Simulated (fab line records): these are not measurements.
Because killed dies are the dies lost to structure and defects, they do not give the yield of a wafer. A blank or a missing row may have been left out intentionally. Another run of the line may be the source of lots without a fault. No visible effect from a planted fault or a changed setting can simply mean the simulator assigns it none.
Which tool did it?	flow gf180mcu	route of 602 steps, sampled at 1 step: 11 lots, 33 wafers

## WHAT THE GAUGES SHOWED, per wafer
GF_VT_IMPLANT_OVL_MEAS_40.
lot	measured	on	VT_IMPLANT_03_OVL (nm)
L958	day 7 11:34	overlay-01	-0.8 -0.9 -0.4
L960	day 8 02:49	overlay-01	0.3 -0.1 -0.2
L961	day 8 08:16	overlay-01	-0.8 -0.5 -1.7
L964	day 9 01:35	overlay-02	-1.1 -0.9 -0.3
L966	day 9 20:31	overlay-01	0.3 -1.2 -0.4
L967	day 10 01:23	overlay-01	0.4 -1.1 -1.4
L969	day 10 17:22	overlay-01	-0.4 1.2 -1.2
L977	day 12 19:49	overlay-02	0.0 -0.5 0.2
L979	day 13 12:53	overlay-01	-0.1 -1.5 -0.7
L980	day 13 16:16	overlay-01	-1.3 -0.8 -1.1
L981	day 14 04:46	overlay-02	-1.2 -2.1 -1.0

## TOOL THAT RAN EACH LOT (tool first, then ch and the chambers of the sampled wafers, then the start)
There is no process step in the record ahead of these readings.

## THE ANSWER, worked out from the rows above alone
Rule: the usual values come from the lots themselves. The widest of any qualifying gaps counts: lots, ordered by their means at a reading, are off when they make up no more than a third of the lots, leave a main group of 4 or more, and stand apart from it by 3 or more times the standard deviation of that group's means. The tables above print the reading to a certain number of digits; a main group whose means all agree to those digits is not used. A lot without any number at a reading at which 4 lots or more have one is off too. All remaining lots with rows at the step are treated as sound.
No lot is off at any reading shown: from this, nothing can be told.

## WHAT THE SIMULATOR HAD INSERTED
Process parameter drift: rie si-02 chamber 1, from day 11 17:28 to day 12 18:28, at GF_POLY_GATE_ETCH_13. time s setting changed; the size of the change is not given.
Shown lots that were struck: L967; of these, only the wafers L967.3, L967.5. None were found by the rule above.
